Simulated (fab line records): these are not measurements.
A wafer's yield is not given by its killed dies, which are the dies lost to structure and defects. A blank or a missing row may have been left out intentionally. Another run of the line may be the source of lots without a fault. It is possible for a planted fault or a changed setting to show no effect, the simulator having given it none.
fab line records	flow sky130
[record] lots = 12	wafers = 36	last_day = 51
route steps=708 shown VT_ADJUST_PCH@152 SONOS_ONO@171 PAD_OPEN@708
lots untouched by any fault: they come from a run of this same line in which no faults occurred
start_h: hours from the record's first day to the start of the lot's first wafer shown	wait_h: time in hours since the lot's previous step	" same as the row above	L1.1+2: a single row standing in for several wafers	- no value, or no start was given	* or withheld: withheld	< > ~ a bound
route shown NAME@n: a module of which the file shows steps, and the number in the route of the first	usual: the fault-free wafers' mean and standard deviation	same: alike in all rows	chamber/n: place in a boat	sites: per-site readings	_std_site: standard deviation of those values	_edge_site: inner sites' mean taken away from outer sites' mean	radius_mm: how far each site lies from the wafer's centre	mask NAME#n: copy n	behind: the most recent tool/chamber to have shaped the wafer	hold: why the lot was held/for how many hours/how that ended	device: transistor that didn't switch, given as n, p or np	end of line: at the end of the route, the tests of the same wafers	for a step that has no rows: nothing shown but its recipe	killed: dies lost to structure and defects at the first sort, not the wafer's yield	map: per-die view of a wafer (x killed, . not killed, _ where there is no die)
set.NAME: the run value of the setting; set.NAME@STEP: its run value at that earlier step	model.NAME: the simulator's own value behind a step, which no gauge read
steps of the route over a sample of lots; a table a step, a row a wafer
services: the hour from which a tool's chamber was out of use, counted from the record's first day as start_h (under 0 if before that day), plus the number of hours and why
[[steps]]
[step SKY_VT_ADJUST_PCH_STRIP_09]
[recipe] chemistry = O2/N2	power_w = 1400	pressure_mtorr = 1500	platen_temp_c = withheld	o2_flow_sccm = 3000	n2_flow_sccm = 300	overash_fraction = 0.5
[usual] drypump_motor_current_A = 6.0/0.36	oes_product_au = 0.722/0.0047	strip_time_to_endpoint_s = 36.93/0.097
lot.wafer	tool	chamber	start_h	wait_h	drypump_motor_current_A	oes_product_au	rf_hours_counter_h	strip_time_to_endpoint_s
L113.1	plasma_asher-04	0	236.70	0.1	5.9	0.714	36	36.98
L113.3	"	0	"	"	5.9	0.720	-	37.00
L113.6	"	1	"	"	6.5	0.719	-	37.01
L114.1	plasma_asher-01	0	243.47	0.1	5.4	0.720	51	36.96
L114.4	"	1	"	"	6.2	0.722	-	36.98
L114.5	"	1	"	"	6.2	0.717	-	36.88
L115.3	plasma_asher-03	0	247.86	0.1	5.6	0.725	-	36.94
L115.4	"	1	"	"	6.3	0.724	-	36.99
L115.5	"	1	"	"	6.3	0.735	-	37.02
L117.1	plasma_asher-04	0	261.92	0.1	5.9	0.718	39	36.83
L117.5	"	1	"	"	6.5	0.723	-	36.90
L117.6	"	0	"	"	5.9	0.719	-	36.84
L118.4	plasma_asher-04	0	273.13	0.1	5.9	0.722	-	36.93
L118.5	"	0	"	"	5.9	0.716	-	36.86
L118.6	"	1	"	"	6.5	0.726	-	36.96
L119.2	plasma_asher-04	1	279.97	0.1	6.5	0.729	40	36.81
L119.3	"	1	"	"	6.5	0.717	-	36.71
L119.4	"	0	"	"	5.9	0.715	-	36.72
L126.3	plasma_asher-03	1	342.73	0.1	6.2	0.724	-	36.97
L126.5	"	0	"	"	5.6	0.716	-	37.03
L126.6	"	1	"	"	6.2	0.722	-	36.99
L128.1	plasma_asher-03	0	366.23	0.1	5.6	0.715	22	36.82
L128.3	"	0	"	"	5.6	0.721	-	36.86
L128.6	"	1	"	"	6.3	0.714	-	36.82
L131.1	plasma_asher-03	0	377.05	0.1	5.6	0.723	23	36.89
L131.3	"	1	"	"	6.2	0.721	-	36.88
L131.6	"	0	"	"	5.6	0.721	-	36.99
L132.1	plasma_asher-04	1	386.87	0.1	6.5	0.718	50	37.02
L132.2	"	0	"	"	5.9	0.726	50	36.92
L132.6	"	0	"	"	5.9	0.722	-	36.93
L135.1	plasma_asher-04	1	407.88	0.1	6.5	0.712	53	37.00
L135.2	"	0	"	"	5.9	0.721	53	36.95
L135.5	"	1	"	"	6.5	0.721	-	37.08
L136.2	plasma_asher-04	0	413.50	0.1	5.9	0.723	53	36.96
L136.3	"	1	"	"	6.5	0.722	-	36.95
L136.5	"	0	"	"	5.9	0.727	-	36.89
[step SKY_SONOS_ONO_THK_MEAS_03]
[recipe] reads = Si3N4_of_SONOS_ONO_CVD_02
[usual] SONOS_ONO_CVD_02_THK = 10.59/0.16
lot.wafer	tool	chamber	start_h	wait_h	SONOS_ONO_CVD_02_THK[nm]
L113.1	film_metro-04	-	264.69	0.0	10.47
L113.3	"	-	"	"	10.42
L113.6	"	-	"	"	10.62
L114.1	film_metro-04	-	273.73	0.0	10.73
L114.4	"	-	"	"	10.66
L114.5	"	-	"	"	10.69
L115.3	film_metro-04	-	276.59	0.0	10.47
L115.4	"	-	"	"	10.35
L115.5	"	-	"	"	10.52
L117.1	film_metro-01	-	290.45	0.0	10.44
L117.5	"	-	"	"	10.42
L117.6	"	-	"	"	10.36
L118.4	film_metro-02	-	303.38	0.0	10.74
L118.5	"	-	"	"	10.56
L118.6	"	-	"	"	10.85
L119.2	film_metro-01	-	310.06	0.0	10.51
L119.3	"	-	"	"	10.51
L119.4	"	-	"	"	10.68
L126.3	film_metro-04	-	377.68	0.0	10.65
L126.5	"	-	"	"	10.58
L126.6	"	-	"	"	10.61
L128.1	film_metro-02	-	405.16	0.0	10.33
L128.3	"	-	"	"	10.34
L128.6	"	-	"	"	10.36
L131.1	film_metro-02	-	412.41	0.0	10.50
L131.3	"	-	"	"	10.42
L131.6	"	-	"	"	10.52
L132.1	film_metro-01	-	425.26	0.0	10.61
L132.2	"	-	"	"	10.48
L132.6	"	-	"	"	10.71
L135.1	film_metro-02	-	440.92	0.0	10.81
L135.2	"	-	"	"	10.61
L135.5	"	-	"	"	10.64
L136.2	film_metro-02	-	446.50	0.0	10.86
L136.3	"	-	"	"	10.79
L136.5	"	-	"	"	10.79
[step SKY_SONOS_ONO_CVD_04]
[recipe] material = SiO2	precursor = SiH4/N2O	target_thk_nm = 5.7199	temp_c = 900	pressure_mtorr = 400
[usual] spike_tc_centre_C = 899.3/1.5	spike_tc_lower_C = 901.1/1.1	zone_power_centre_pct = 17.5/1.5	zone_power_upper_pct = 16.7/1.1
lot.wafer	tool	chamber	start_h	wait_h	spike_tc_centre_C	spike_tc_lower_C	zone_power_centre_pct	zone_power_upper_pct
L113.1	lpcvd-03	0	264.75	0.1	899.4	901.9	18.5	15.9
L113.3	"	0	"	"	897.5	900.5	18.6	15.9
L113.6	"	0	"	"	900.4	900.4	18.7	15.7
L114.1	lpcvd-03	1	273.79	0.1	901.0	903.0	15.4	18.4
L114.4	"	1	"	"	900.6	901.2	15.4	18.6
L114.5	"	1	"	"	902.1	902.8	15.3	18.2
L115.3	lpcvd-03	0	276.63	0.0	899.8	901.1	18.7	16.2
L115.4	"	0	"	"	898.7	902.1	18.8	15.9
L115.5	"	0	"	"	898.7	900.3	18.5	16.1
L117.1	lpcvd-03	0	290.51	0.1	915.8	897.6	25.2	13.0
L117.5	"	0	"	"	916.1	898.7	24.9	13.1
L117.6	"	0	"	"	914.4	899.5	25.2	13.1
L118.4	lpcvd-03	0	303.41	0.0	916.1	898.0	25.0	12.9
L118.5	"	0	"	"	916.1	899.2	24.9	12.9
L118.6	"	0	"	"	915.3	897.1	24.7	13.1
L119.2	lpcvd-03	0	310.11	0.0	916.1	898.0	24.9	13.0
L119.3	"	0	"	"	915.4	896.9	24.5	13.1
L119.4	"	0	"	"	918.7	898.0	24.7	13.1
L126.3	lpcvd-03	1	377.72	0.0	901.3	901.7	15.2	18.7
L126.5	"	1	"	"	900.0	902.7	15.4	18.7
L126.6	"	1	"	"	901.3	901.0	15.2	18.3
L128.1	lpcvd-03	0	405.22	0.1	896.9	900.6	18.6	15.7
L128.3	"	0	"	"	897.0	900.1	18.8	15.6
L128.6	"	0	"	"	898.2	900.4	18.5	16.0
L131.1	lpcvd-03	0	412.47	0.1	898.4	901.5	18.5	16.2
L131.3	"	0	"	"	897.7	899.6	18.4	16.0
L131.6	"	0	"	"	898.0	900.2	18.7	15.7
L132.1	lpcvd-03	1	425.32	0.1	901.4	900.7	15.5	18.1
L132.2	"	1	"	"	900.0	902.7	15.2	18.3
L132.6	"	1	"	"	900.5	901.8	15.6	18.1
L135.1	lpcvd-03	1	440.98	0.1	902.1	903.5	15.3	17.9
L135.2	"	1	"	"	901.1	899.3	15.3	18.3
L135.5	"	1	"	"	901.8	901.5	15.4	18.5
L136.2	lpcvd-03	0	446.55	0.0	899.8	899.4	18.5	15.7
L136.3	"	0	"	"	897.4	901.0	18.6	16.0
L136.5	"	0	"	"	898.6	900.7	18.6	15.9
[step SKY_SONOS_ONO_ETCH_15]
[recipe] target_depth_nm = 19.52	chemistry = CHF3/O2	source_w = 600	bias_w = 200	pressure_mtorr = 40	chf3_flow_sccm = 50	O2_flow_sccm = 5	time_s = 7.8
[usual] drypump_motor_current_A = 5.8/0.39	oes_product_au = 1.006/0.013	throttle_valve_pct = 8.826/0.0092
lot.wafer	tool	chamber	start_h	wait_h	drypump_motor_current_A	oes_product_au	rf_hours_counter_h	throttle_valve_pct
L113.1	rie_diel-01	0	291.79	0.0	5.9	1.016	88	8.817
L113.3	"	2	"	"	6.2	0.986	60	8.826
L113.6	"	0	"	"	5.9	1.028	-	8.824
L114.1	rie_diel-01	2	301.16	0.0	6.2	0.995	60	8.826
L114.4	"	1	"	"	5.7	1.014	10	8.825
L114.5	"	1	"	"	5.7	1.004	-	8.827
L115.3	rie_diel-01	0	303.85	0.0	5.8	1.011	88	8.813
L115.4	"	1	"	"	5.8	0.997	11	8.830
L115.5	"	0	"	"	5.9	1.020	-	8.827
L117.1	rie_diel-03	2	319.81	0.0	5.6	1.008	9	8.830
L117.5	"	1	"	"	5.5	1.005	-	8.836
L117.6	"	2	"	"	5.6	1.005	-	8.824
L118.4	rie_diel-01	3	332.90	0.0	6.3	1.007	80	8.837
L118.5	"	0	"	"	5.9	1.015	-	8.806
L118.6	"	3	"	"	6.3	1.008	-	8.832
L119.2	rie_diel-01	0	340.25	0.0	5.9	1.013	89	8.835
L119.3	"	3	"	"	6.3	1.001	80	8.818
L119.4	"	2	"	"	6.2	0.986	61	8.831
L126.3	rie_diel-03	0	409.10	0.0	6.0	1.006	8	8.826
L126.5	"	2	"	"	5.6	1.007	-	8.820
L126.6	"	1	"	"	5.5	0.998	-	8.829
L128.1	rie_diel-02	2	435.20	0.0	6.4	0.999	87	8.824
L128.3	"	1	"	"	5.7	1.020	41	8.833
L128.6	"	0	"	"	5.3	1.009	-	8.827
L131.1	rie_diel-02	1	443.21	0.0	5.7	1.020	41	8.833
L131.3	"	3	"	"	5.3	1.017	1	8.839
L131.6	"	2	"	"	6.4	1.014	-	8.813
L132.1	rie_diel-02	2	458.39	0.0	6.4	0.990	87	8.810
L132.2	"	3	"	"	5.3	1.005	1	8.833
L132.6	"	2	"	"	6.4	0.997	-	8.834
L135.1	rie_diel-02	2	472.64	0.0	6.4	1.006	88	8.824
L135.2	"	0	"	"	5.3	1.021	3	8.828
L135.5	"	3	"	"	5.3	1.017	-	8.828
L136.2	rie_diel-02	2	479.09	0.0	6.4	1.016	88	8.834
L136.3	"	1	"	"	5.6	1.033	41	8.832
L136.5	"	1	"	"	5.7	1.037	-	8.847
[step SKY_PAD_OPEN_PROBE_99]
[usual] killed_at_M0_to_M3 = 43/7	killed_at_M4_up = 3.1/1.5	killed_at_contacts = 23/4.9	killed_at_front_end = 16/3.9	killed_at_other = 0.3/0.52	killed_dies = 86/8.2	killed_open = 47/6.1	killed_short = 38/5.8
[same] gross_dies = 492	killed_at_back_side = 0
lot.wafer	tool	chamber	start_h	wait_h	killed_at_M0_to_M3	killed_at_M4_up	killed_at_contacts	killed_at_front_end	killed_at_other	killed_dies	killed_open	killed_short
L126.3	prober-02	-	1189.72	0.2	58	4	28	15	0	105	54	51
L126.5	prober-02	-	1189.82	0.2	46	3	18	15	1	83	52	30
L126.6	prober-02	-	1189.87	0.2	59	1	30	17	0	107	63	42
// killed by level:class
L126.3 VIA1:geometric_particle:open=18 CONTACT:geometric_particle:short=11 VIA2:geometric_particle:open=10 CONTACT:geometric_particle:open=7 VIA3:geometric_particle:open=7 POLY_GATE:geometric_particle:short=5 VIA1:geometric_particle:short=5 METAL2:geometric_particle:short=5
L126.5 VIA1:geometric_particle:open=14 VIA3:geometric_particle:open=9 METAL2:geometric_particle:short=7 CONTACT:geometric_particle:open=5 POLY_GATE:geometric_particle:open=5 LI_CONTACT:geometric_particle:open=5 FIELD_ISO:geometric_particle:open=4 VIA1:geometric_particle:short=4
L126.6 VIA1:geometric_particle:open=11 LI_CONTACT:geometric_particle:open=11 CONTACT:geometric_particle:open=11 VIA2:geometric_particle:open=8 METAL1:geometric_particle:short=7 CONTACT:geometric_particle:short=6 VIA1:geometric_particle:short=6 FIELD_ISO:geometric_particle:open=5
[[services]]
tool	chamber	start_h	hours	kind
rie_diel-02	3	227.67	16.2	repair
rie_diel-02	2	242.29	2.4	repair
rie_diel-02	-	243.85	14.6	pm
plasma_asher-01	-	264.97	2.8	pm
plasma_asher-03	-	285.26	1.2	repair
rie_diel-01	-	285.35	0.5	repair
rie_diel-03	3	300.00	8.0	repair
plasma_asher-04	-	300.29	2.8	pm
rie_diel-02	0	314.94	-	clean
rie_diel-02	0	314.94	22.4	scheduled_down
rie_diel-02	0	314.94	22.4	vent_cycle
rie_diel-02	0	353.36	9.4	repair
rie_diel-01	1	369.21	6.4	repair
rie_diel-03	2	384.39	14.5	repair
rie_diel-03	1	387.49	7.4	repair
rie_diel-02	3	391.69	-	clean
rie_diel-02	3	391.69	18.8	scheduled_down
rie_diel-02	3	391.69	18.8	vent_cycle
plasma_asher-01	-	421.25	9.0	pm
plasma_asher-01	0	421.25	9.0	vent_cycle
plasma_asher-01	1	421.25	9.0	vent_cycle
rie_diel-02	1	435.93	3.4	repair
rie_diel-01	0	437.29	6.0	repair
rie_diel-02	3	474.99	9.4	repair
[[key]]
[first_sign] step = SKY_SONOS_ONO_CVD_04	reading = spike_tc_centre_C	direction = up	sigmas = 12	usual = 899.3	struck = 916.0
[effect] step = SKY_SONOS_ONO_CVD_04	reading = zone_power_centre_pct	direction = up	sigmas = 4.8	usual = 17.5	struck = 24.9
met_at SKY_SONOS_ONO_CVD_04
struck_lots L117,L118,L119
tester_left_out L117,L118,L119
not_acting_at SKY_VT_ADJUST_PCH_STRIP_09,SKY_SONOS_ONO_THK_MEAS_03,SKY_SONOS_ONO_ETCH_15
onset_between 276.63 290.51
[fault] kind = process_parameter_drift	tool = lpcvd-03	chamber = -	onset_h = 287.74	steps = SKY_SONOS_ONO_CVD_04	channel = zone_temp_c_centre	offset = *	shape = step	end_h = 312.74
// tester_left_out: of these lots the tester's yield and bins aren't shown, on N5 and GAA mostly nor the transistor test; their killed dies are dies lost to structure and defects alone, not to doping, threshold or leakage, so they don't give the yield
